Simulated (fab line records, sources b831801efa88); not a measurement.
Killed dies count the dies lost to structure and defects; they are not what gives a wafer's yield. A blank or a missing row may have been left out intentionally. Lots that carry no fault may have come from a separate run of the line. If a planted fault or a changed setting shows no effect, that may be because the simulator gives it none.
fab line records    flow sky130
record lots=11  wafers=33  last-day=50
route steps=708 shown VIA1@473 METAL2@498 METAL4@635 PAD_OPEN@708
lots untouched by any fault: they come from a run of this same line in which no faults occurred
start-h: hours from the record's first day to the start of the lot's first wafer shown    wait-h: time in hours since the lot's previous step    " as in the row above    L1.1+2: a single row standing in for several wafers    - no value, or no start given    * or withheld: withheld    < > ~ a bound
route shown NAME@n: NAME is a module with steps in the file, n the number in the route of the first one    usual: mean/standard deviation of fault-free wafers    same: alike in all rows    chamber/n: place in a boat    sites: each site's reading    _std_site: standard deviation across them    _edge_site: mean of outer sites minus mean of inner sites    radius-mm: for every site, how far away it sits from the centre of the wafer    mask NAME#n: copy n    behind: the last tool/chamber to shape the wafer    hold: reason for holding the lot/hours on hold/outcome of the hold    device: whichever transistor did not switch (one of n, p or np)    end of line: the route-end tests of the same wafers    a step without rows: its recipe alone    killed: the dies lost at the first sort to structure and to defects; this is not the yield of the wafer    map: a wafer's dies, x killed, . not, _ none there
set.NAME: the setting the step ran with; set.NAME@STEP: the setting that earlier step ran with    model.NAME: the simulator's own value behind a step, which no gauge read
route steps across a sampled set of lots; one table per step, one row per wafer
services: from which hour (start-h, from the record's first day; less than 0 if before it) a tool's chamber was out of use, for how many hours, and why
## steps
# step SKY_VIA1_ETCH_15
# recipe target=SiO2  chemistry=C4F8/O2/Ar  target-depth-nm=351  stop-on=TiN  mask-material=KrF-thick  source-w=1500  bias-w=1200  pressure-mtorr=40  c4f8-flow-sccm=withheld  O2_flow_sccm=6  Ar_flow_sccm=300  time-s=54
# usual oes-product-au=0.979/0.0061  rf-fwd-power-W=1486/6.4
lot.wafer  tool         chamber  start-h  wait-h  oes-product-au  rf-fwd-power-W  rf-hours-counter-h
L888.2     rie-diel-03  2        807.51   0.0     0.982           1482            7
L888.4     "            0        "        "       0.983           1471            16
L888.5     "            0        "        "       0.981           1477            -
L890.2     rie-diel-03  2        829.04   0.0     0.982           1490            8
L890.3     "            0        "        "       0.980           1471            16
L890.5     "            0        "        "       0.992           1469            -
L889.2     rie-diel-03  3        830.14   0.0     0.982           1487            10
L889.3     "            2        "        "       0.987           1481            8
L889.6     "            3        "        "       0.990           1488            -
L892.1     rie-diel-02  2        835.59   0.0     0.978           1480            12
L892.2     "            0        "        "       0.984           1483            16
L892.6     "            0        "        "       0.976           1490            -
L893.2     rie-diel-04  0        849.76   0.0     0.983           1488            13
L893.3     "            1        "        "       0.974           1486            9
L893.5     "            1        "        "       0.977           1484            -
L895.1     rie-diel-02  2        858.54   0.0     0.981           1478            13
L895.3     "            3        "        "       0.966           1478            1
L895.6     "            0        "        "       0.980           1491            -
L899.2     rie-diel-04  2        888.36   0.0     0.981           1487            3
L899.5     "            2        "        "       0.970           1491            -
L899.6     "            3        "        "       0.971           1484            -
L901.1     rie-diel-04  2        901.91   0.0     0.985           1490            4
L901.2     "            1        "        "       0.973           1489            11
L901.4     "            3        "        "       0.977           1482            8
L902.1     rie-diel-03  2        908.30   0.0     0.987           1484            9
L902.3     "            0        "        "       0.985           1483            18
L902.5     "            2        "        "       0.979           1488            -
L903.2     rie-diel-04  2        918.69   0.0     0.972           1481            4
L903.3     "            3        "        "       0.975           1486            8
L903.5     "            0        "        "       0.983           1495            -
L909.2     rie-diel-02  2        958.64   0.0     0.990           1486            16
L909.4     "            3        "        "       0.978           1488            4
L909.6     "            2        "        "       0.985           1483            -
# step SKY_METAL2_CD_MEAS_15
# recipe target-cd-nm=140
# usual cd-nm=140.4/1.7
lot.wafer  tool       chamber  start-h  wait-h  cd-nm
L888.2     cd-sem-02  -        835.30   -       139.2
L888.4     "          -        "        "       138.3
L888.5     "          -        "        "       139.9
L890.2     cd-sem-02  -        856.90   -       139.1
L890.3     "          -        "        "       139.1
L890.5     "          -        "        "       138.8
L889.2     cd-sem-02  -        857.83   -       140.2
L889.3     "          -        "        "       140.2
L889.6     "          -        "        "       141.1
L892.1     cd-sem-01  -        863.44   -       140.8
L892.2     "          -        "        "       139.5
L892.6     "          -        "        "       139.3
L893.2     cd-sem-01  -        877.51   -       142.1
L893.3     "          -        "        "       141.4
L893.5     "          -        "        "       142.0
L895.1     cd-sem-01  -        886.44   -       140.5
L895.3     "          -        "        "       141.9
L895.6     "          -        "        "       139.7
L899.2     cd-sem-01  -        915.21   -       140.1
L899.5     "          -        "        "       140.9
L899.6     "          -        "        "       140.9
L901.1     cd-sem-01  -        928.24   -       138.4
L901.2     "          -        "        "       137.6
L901.4     "          -        "        "       137.8
L902.1     cd-sem-02  -        934.23   -       145.2
L902.3     "          -        "        "       144.8
L902.5     "          -        "        "       143.9
L903.2     cd-sem-02  -        945.08   -       141.8
L903.3     "          -        "        "       142.5
L903.5     "          -        "        "       143.1
L909.2     cd-sem-02  -        984.01   -       140.7
L909.4     "          -        "        "       140.3
L909.6     "          -        "        "       139.9
# step SKY_METAL2_DESCUM_17
# recipe chemistry=O2  source-power-w=150  bias-power-w=0  pressure-mtorr=10  temp-c=40  time-s=8
# usual drypump-motor-current-A=5.7/0.52  he-backside-leak-sccm=3.37/0.21  oes-product-au=1.003/0.011  rf-fwd-power-W=146.7/0.52
lot.wafer  tool          chamber  start-h  wait-h  drypump-motor-current-A  he-backside-leak-sccm  oes-product-au  rf-fwd-power-W  rf-hours-counter-h
L888.2     rie-metal-04  1        835.43   0.0     6.0                      3.29                   1.003           146.1           7
L888.4     "             0        "        "       6.6                      3.58                   0.995           147.3           -
L888.5     "             0        "        "       6.5                      3.53                   0.990           147.7           -
L890.2     rie-metal-03  1        857.03   0.0     5.4                      3.59                   1.037           146.8           3
L890.3     "             0        "        "       4.9                      3.55                   1.003           146.5           -
L890.5     "             0        "        "       4.9                      3.54                   1.017           147.0           -
L889.2     rie-metal-04  0        857.97   0.0     6.5                      3.39                   0.990           146.9           14
L889.3     "             1        "        "       6.0                      3.24                   0.986           146.4           -
L889.6     "             1        "        "       6.0                      3.23                   0.998           145.9           -
L892.1     rie-metal-04  1        863.60   0.0     6.0                      3.21                   1.004           146.9           8
L892.2     "             0        "        "       6.5                      3.46                   0.994           146.5           14
L892.6     "             1        "        "       6.0                      3.15                   0.995           146.1           -
L893.2     rie-metal-02  0        877.66   0.0     5.2                      3.10                   0.988           147.3           -
L893.3     "             0        "        "       5.2                      3.20                   0.992           147.0           -
L893.5     "             0        "        "       5.2                      3.14                   1.002           146.3           -
L895.1     rie-metal-02  0        886.60   0.0     5.1                      3.09                   0.992           146.3           6
L895.3     "             0        "        "       5.1                      3.15                   0.983           146.2           -
L895.6     "             0        "        "       5.1                      3.04                   1.007           146.7           -
L899.2     rie-metal-02  0        915.35   0.0     5.1                      3.15                   0.995           146.6           7
L899.5     "             0        "        "       5.1                      3.08                   0.997           146.7           -
L899.6     "             1        "        "       5.8                      3.46                   0.991           146.5           -
L901.1     rie-metal-02  1        928.40   0.0     5.8                      3.58                   0.996           147.4           1
L901.2     "             0        "        "       5.2                      2.98                   0.997           146.9           8
L901.4     "             0        "        "       5.2                      2.77                   0.998           147.3           -
L902.1     rie-metal-02  0        934.38   0.0     5.1                      3.28                   0.992           147.5           8
L902.3     "             0        "        "       5.1                      3.24                   0.986           146.8           -
L902.5     "             0        "        "       5.1                      3.09                   0.989           146.8           -
L903.2     rie-metal-02  1        945.22   0.0     5.8                      3.54                   0.990           146.7           3
L903.3     "             0        "        "       5.1                      3.06                   0.987           146.7           -
L903.5     "             0        "        "       5.2                      3.06                   0.987           146.7           -
L909.2     rie-metal-04  0        984.15   0.0     6.5                      3.44                   1.015           146.3           1
L909.4     "             1        "        "       6.0                      3.28                   1.006           146.0           -
L909.6     "             1        "        "       6.0                      3.19                   1.016           146.8           -
# step SKY_METAL4_STRIP_19
# recipe chemistry=O2/N2  power-w=1400  pressure-mtorr=1500  platen-temp-c=withheld  o2-flow-sccm=3000  n2-flow-sccm=300  overash-fraction=0.5
# usual drypump-motor-current-A=5.4/0.4  n2-flow-sccm=299.9/0.83  oes-product-au=0.500/0.0061  overash-fraction=0.5/0  strip-time-to-endpoint-s=6.48/0.099
lot.wafer  tool             chamber  start-h  wait-h  drypump-motor-current-A  n2-flow-sccm  oes-product-au  overash-fraction  rf-hours-counter-h  strip-time-to-endpoint-s
L888.2     plasma-asher-04  1        993.81   0.1     4.9                      301.3         0.507           0.5               89                  6.50
L888.4     "                0        "        "       5.5                      300.2         0.501           0.5               -                   6.47
L888.5     "                1        "        "       4.9                      301.4         0.494           0.5               -                   6.36
L890.2     plasma-asher-01  0        1012.48  0.1     5.4                      298.5         0.504           0.5               25                  6.48
L890.3     "                1        "        "       5.3                      300.6         0.506           0.5               -                   6.51
L890.5     "                0        "        "       5.4                      300.6         0.494           0.5               -                   6.45
L889.2     plasma-asher-04  0        1014.61  0.1     5.5                      300.5         0.502           0.5               91                  6.51
L889.3     "                1        "        "       4.9                      301.7         0.504           0.5               -                   6.53
L889.6     "                1        "        "       4.9                      299.9         0.509           0.5               -                   6.56
L892.1     plasma-asher-03  0        1017.93  0.1     5.3                      299.5         0.504           0.5               119                 6.58
L892.2     "                1        "        "       6.2                      300.7         0.500           0.5               119                 6.50
L892.6     "                0        "        "       5.3                      298.9         0.498           0.5               -                   6.51
L893.2     plasma-asher-01  1        1030.03  0.1     5.3                      301.6         0.499           0.7               26                  6.41
L893.3     "                1        "        "       5.3                      299.8         0.505           0.7               -                   6.46
L893.5     "                1        "        "       5.3                      300.4         0.501           0.7               -                   6.42
L895.1     plasma-asher-01  0        1038.16  0.1     5.4                      298.0         0.509           0.7               27                  6.69
L895.3     "                1        "        "       5.3                      299.9         0.509           0.7               -                   6.60
L895.6     "                1        "        "       5.3                      298.9         0.511           0.7               -                   6.67
L899.2     plasma-asher-04  1        1064.14  0.1     4.9                      299.4         0.510           0.5               96                  6.55
L899.5     "                0        "        "       5.5                      299.8         0.502           0.5               -                   6.46
L899.6     "                1        "        "       4.9                      300.9         0.511           0.5               -                   6.59
L901.1     plasma-asher-04  1        1073.70  0.2     4.9                      300.5         0.494           0.5               97                  6.31
L901.2     "                0        "        "       5.5                      298.4         0.498           0.5               97                  6.44
L901.4     "                1        "        "       4.9                      300.3         0.498           0.5               -                   6.45
L902.1     plasma-asher-04  0        1080.01  0.1     5.5                      299.0         0.491           0.5               97                  6.28
L902.3     "                1        "        "       4.9                      298.6         0.489           0.5               -                   6.28
L902.5     "                0        "        "       5.5                      301.1         0.496           0.5               -                   6.47
L903.2     plasma-asher-03  1        1089.98  0.1     6.2                      298.8         0.501           0.5               2                   6.54
L903.3     "                0        "        "       5.2                      299.2         0.502           0.5               -                   6.52
L903.5     "                0        "        "       5.3                      299.5         0.499           0.5               -                   6.56
L909.2     plasma-asher-03  0        1121.58  0.1     5.2                      299.5         0.502           0.5               5                   6.47
L909.4     "                0        "        "       5.2                      299.3         0.501           0.5               -                   6.48
L909.6     "                0        "        "       5.2                      299.9         0.502           0.5               -                   6.47
# step SKY_PAD_OPEN_PROBE_99
# usual defect-limited-yield=82.5/2.1  killed_at_M0_to_M3=44/7.3  killed_at_M4_up=3.4/1.8  killed-at-contacts=24/5.8  killed-at-front-end=15/4.9  killed-at-other=0.4/0.63  killed-dies=86/11  killed-open=47/8  killed-short=39/6.5  sort_bin_3_pad_short=0.9/0.38  sort_bin_5_function=10.4/1.6  sort_bin_6_memory=6.2/1.2  sort-n-pass=406/11  sort-yield-pct=82.5/2.1
# same gross-dies=492  killed-at-back-side=0  sort_bin_4_leakage[%]=0  sort_bin_8_speed[%]=0
lot.wafer  tool       chamber  start-h  wait-h  defect-limited-yield[%]  killed_at_M0_to_M3  killed_at_M4_up  killed-at-contacts  killed-at-front-end  killed-at-other  killed-dies  killed-open  killed-short  sort_bin_3_pad_short[%]  sort_bin_5_function[%]  sort_bin_6_memory[%]  sort-n-pass  sort-yield-pct[%]
L889.2     prober-02  -        1106.80  0.1     82.9                     41                  5                22                  15                   1                84           42           42            1.0                      9.3                     6.7                   408          82.9
L889.3     prober-02  -        1106.85  0.2     81.7                     54                  3                19                  13                   1                90           45           45            1.2                      8.5                     8.5                   402          81.7
L889.6     prober-02  -        1107.00  0.2     82.3                     40                  3                24                  20                   0                87           42           44            1.2                      10.4                    6.1                   405          82.3
L902.1     prober-02  -        1164.41  0.1     82.9                     44                  2                25                  13                   0                84           39           45            1.0                      11.4                    4.7                   408          82.9
L902.3     prober-02  -        1164.51  0.2     81.3                     38                  5                35                  14                   0                92           59           33            0.2                      12.0                    6.5                   400          81.3
L902.5     prober-02  -        1164.61  0.2     83.3                     48                  1                21                  12                   0                82           47           35            0.8                      10.6                    5.3                   410          83.3
# killed by level:class
L889.2 VIA1:geometric-particle:open=9 VIA2:geometric-particle:open=7 CONTACT:geometric-particle:short=6 LOCAL_INTERCONNECT:geometric-particle:short=6 CONTACT:geometric-particle:open=5 VIA1:geometric-particle:short=5 METAL2:geometric-particle:short=5 VIA3:geometric-particle:open=4
L889.3 VIA1:geometric-particle:open=11 VIA3:geometric-particle:open=9 METAL2:geometric-particle:short=8 VIA1:geometric-particle:short=7 LI_CONTACT:geometric-particle:open=6 CONTACT:geometric-particle:open=6 METAL3:geometric-particle:short=5 METAL1:geometric-particle:short=5
L889.6 METAL2:geometric-particle:short=10 VIA1:geometric-particle:open=7 LOCAL_INTERCONNECT:geometric-particle:short=6 LI_CONTACT:geometric-particle:open=6 CONTACT:geometric-particle:open=6 VIA3:geometric-particle:open=5 VIA2:geometric-particle:open=5 FIELD_ISO:geometric-particle:open=4
L902.1 VIA1:geometric-particle:open=11 CONTACT:geometric-particle:open=9 METAL1:geometric-particle:short=8 FIELD_ISO:geometric-particle:short=5 LOCAL_INTERCONNECT:geometric-particle:short=5 VIA2:geometric-particle:short=5 VIA2:geometric-particle:open=5 METAL3:geometric-particle:short=5
L902.3 CONTACT:geometric-particle:open=14 VIA1:geometric-particle:open=11 LI_CONTACT:geometric-particle:open=9 VIA3:geometric-particle:open=9 VIA1:geometric-particle:short=5 LI_CONTACT:geometric-particle:short=5 FIELD_ISO:geometric-particle:short=4 METAL1:geometric-particle:short=4
L902.5 VIA1:geometric-particle:open=11 VIA3:geometric-particle:open=8 CONTACT:geometric-particle:open=8 VIA2:geometric-particle:short=6 VIA2:geometric-particle:open=5 FIELD_ISO:geometric-particle:short=4 POLY_GATE:geometric-particle:open=4 LOCAL_INTERCONNECT:geometric-particle:short=4
## services
tool             chamber  start-h  hours  kind
rie-diel-02      0        783.66   25.7   repair
plasma-asher-01  -        796.20   19.4   repair
rie-metal-02     -        799.29   3.8    repair
rie-diel-02      2        809.33   13.5   repair
rie-metal-04     -        818.39   2.8    pm
rie-diel-03      2        844.20   5.2    repair
rie-diel-03      1        846.24   2.2    repair
rie-diel-03      -        849.36   14.6   pm
rie-metal-04     0        874.06   3.7    repair
rie-metal-02     -        874.54   2.8    pm
rie-metal-02     -        901.49   0.2    repair
rie-diel-03      -        944.98   15.6   pm
plasma-asher-04  -        952.03   2.8    pm
plasma-asher-04  -        957.08   2.3    repair
plasma-asher-04  -        979.60   3.0    repair
rie-metal-02     -        994.70   0.3    repair
rie-diel-03      2        1028.07  7.8    repair
rie-diel-04      -        1060.45  0.4    repair
rie-metal-02     -        1062.03  1.7    repair
rie-diel-03      2        1063.76  22.2   repair
rie-diel-03      1        1074.69  2.7    repair
rie-diel-04      3        1081.50  2.5    repair
rie-metal-02     -        1083.03  1.4    pm
rie-metal-02     0        1101.75  5.4    repair
## key
first-sign step=SKY_METAL4_STRIP_19  reading=overash-fraction  direction=up  sigmas=99+  usual=0.5  struck=0.7
effect none on later readings
met-at SKY_METAL4_STRIP_19
struck-lots L893,L895
not-acting-at SKY_VIA1_ETCH_15,SKY_METAL2_CD_MEAS_15,SKY_METAL2_DESCUM_17
onset-between 1012.48 1030.03
earlier-fault kind=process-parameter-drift  tool=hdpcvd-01  chamber=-  onset-h=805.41  steps=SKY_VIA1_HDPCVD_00  channel=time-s  offset=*  shape=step  acts-in=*  stated=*
fault kind=process-parameter-drift  tool=plasma-asher-01  chamber=-  onset-h=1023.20  steps=SKY_METAL4_STRIP_19  channel=overash-fraction  offset=0.2  shape=step  acts-in=these-recipes-only  stated=0.5
